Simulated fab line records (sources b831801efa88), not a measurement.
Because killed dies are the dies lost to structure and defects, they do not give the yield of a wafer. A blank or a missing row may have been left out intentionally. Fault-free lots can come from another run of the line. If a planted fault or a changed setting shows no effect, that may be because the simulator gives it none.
A struck lot beside a sound one | flow sfq_line | 14 steps out of a route of 325
Sound: the wafers L264.2, L264.3, L264.6. Wafers L268.1, L268.2, L268.4 were the ones struck. Last of all comes the cause.
At each step with rows: each side's tool, then ch and its chambers, then its first start. Under that, the readings that differ: sound wafers | struck wafers | difference of the means | sigmas: that difference in standard deviations of wafers without a fault.
alike: a reading whose means differ by less than 2 such deviations, as well as words and numbers matching on both sides. not compared: withheld readings; readings where some wafer has no value; bounds like >300 that might hide an equal value; numbers whose values overlap and for which the record gives no deviation.
Wherever a step has rows on one side only, a row that says differs or no value, or a row with sigmas, the two part there. When numbers do not overlap yet have no deviation, they are printed without sigmas and do not part them. Lack of a reading on every wafer of one side parts them only where that side has two or more wafers.

SFQ_TRILAYER_M2_BARC_OPEN_METAL_ETCH_077: etches BARC in O2, target depth 125 nm, time 41.7 s.
  sound on rie_metal-03 ch 0,1, day 37 11:52; struck on rie_metal-01 ch 0,1, day 38 09:16
  alike: drypump_motor_current_A, oes_product_au
  not compared: rf_hours_counter_h
SFQ_TRILAYER_M2_ETCH_METAL_ETCH_060: etches Nb in Cl2/Ar, stops on SiO2, target depth 240 nm, time 120 s.
  sound on rie_metal-03 ch 0,1, day 37 11:55; struck on rie_metal-01 ch 0,1, day 38 09:20
  alike: drypump_motor_current_A, oes_product_au
  not compared: rf_hours_counter_h
SFQ_TRILAYER_M2_STRIP_STRIP_061: strips in O2.
  sound on rie_metal-03 ch 0,1, day 37 12:03; struck on rie_metal-01 ch 0,1, day 38 09:27
  reading               | sound             | struck            | difference | sigmas
  oes_product_au (a.u.) | 1.024 1.020 1.001 | 0.990 0.996 0.994 | -0.022     | -3
  alike: drypump_motor_current_A
  not compared: rf_hours_counter_h
then, 1 step without rows for these wafers: SFQ_TRILAYER_M2_STRIP_SOLV_CLEAN_062 (cleans in NMP, time 600 s).
SFQ_TRILAYER_I2_DEP_PECVD_063: deposits SiO2 from SiH4/N2O, time 111.11 s, target thk 500 nm.
  sound on pecvd-01 ch 0,1,2, day 37 13:00; struck on pecvd-03 ch 0,2, day 38 10:14
  alike: heater_power_w, throttle_valve_pct
SFQ_TRILAYER_I2_CMP_CMP_064: polishes SiO2.
  sound on cmp-02 ch 2,3, day 37 13:05; struck on cmp-01 ch 0,1,3, day 38 20:41
  alike: motor_current_A, time_to_endpoint_s
SFQ_I2_BOW_MEAS_917:
  struck on film_metro-01, day 38 23:41; sound on film_metro-04, day 37 16:06
  alike: I2_BOW
then, 5 steps without rows for these wafers: SFQ_TRILAYER_I2_METRO_MEASURE_065; SFQ_TRILAYER_I2_VIA_LITHO_COAT_072 (resist thk 62 nm); SFQ_TRILAYER_I2_VIA_LITHO_COAT_067 (resist thk 650 nm); SFQ_TRILAYER_I2_VIA_LITHO_SOFTBAKE_071; SFQ_TRILAYER_I2_VIA_LITHO_EXPOSE_068 (exposes mask I2, target cd 500 nm).
-- the record jumps here: 6 days lie between the struck wafers' starts before and after --
SFQ_TRILAYER_I2_VIA_LITHO_PEB_070: peb time 60 s.
  sound on litho_track-01 ch 0, day 43 22:49; struck on litho_track-01, day 44 19:11
  no value came back on the struck wafers for chill_plate_temp_C (C), exhaust_pa (Pa); on the sound wafers chill_plate_temp_C (C) reads 22.91 22.99 22.83
then, 1 step without rows for these wafers: SFQ_TRILAYER_I2_VIA_LITHO_DEVELOP_069 (time 60 s).

## WHERE THEY PART
First at SFQ_TRILAYER_M2_STRIP_STRIP_061; last, within this record, at SFQ_TRILAYER_I2_VIA_LITHO_PEB_070.

WHY: whatever the simulator had introduced
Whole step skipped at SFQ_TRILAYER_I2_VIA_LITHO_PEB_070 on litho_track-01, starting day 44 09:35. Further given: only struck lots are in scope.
